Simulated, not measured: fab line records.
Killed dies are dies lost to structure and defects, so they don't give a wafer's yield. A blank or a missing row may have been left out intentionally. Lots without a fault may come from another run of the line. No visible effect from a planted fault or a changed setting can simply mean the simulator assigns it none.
Chamber matching ; flow gf180mcu ; GF_CONTACT_CMP_27 on cmp-02: 4 sister chambers
The step polishes, stops on SiO2, t overpolish 15 s, target thk 0 nm. 4 wafers are shown with their chamber, then 8 later ones without.

WAFERS, EACH WITH ITS CHAMBER
wafer;chamber;motor_current_A (A)
L144.3;0;13.1
L144.5;3;12.8
L145.2;2;11.2
L146.1;1;11.8

WAFERS WITHOUT THEIR CHAMBER
wafer;motor_current_A (A)
L146.2;12.5
L146.4;11.4
L147.1;13.2
L147.2;11.2
L147.3;12.2
L148.1;12.5
L148.3;13.7
L148.5;10.8

WHICH CHAMBER EACH WENT THROUGH
wafer;from the rows above;in truth
L146.2;can't be placed: 3 or 0 or 1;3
L146.4;can't be placed: 2 or 1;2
L147.1;can't be placed: 0 or 3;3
L147.2;can't be placed: 2 or 1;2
L147.3;can't be placed: 1 or 3 or 0 or 2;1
L148.1;can't be placed: 3 or 0 or 1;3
L148.3;can't be placed: 0 or 3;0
L148.5;can't be placed: 2 or 1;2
Correctly placed: 0 of 8. Cannot be placed on the basis of these rows: 8; the candidates contain the true chamber in 8. Placed wrongly: 0.
How it was worked out, from the rows above alone: a wafer's distance from a chamber is the root of the sum, over the readings, of the square of ((its reading less the chamber's mean) divided by the reading's scatter). The wafer belongs to the nearest chamber; if the next one is less than 2 further off, it can't be placed. The mean given for a chamber averages the wafers shown for that chamber. The scatter: root of mean squared gap, hidden wafer to nearest shown wafer, with one shown wafer a chamber.
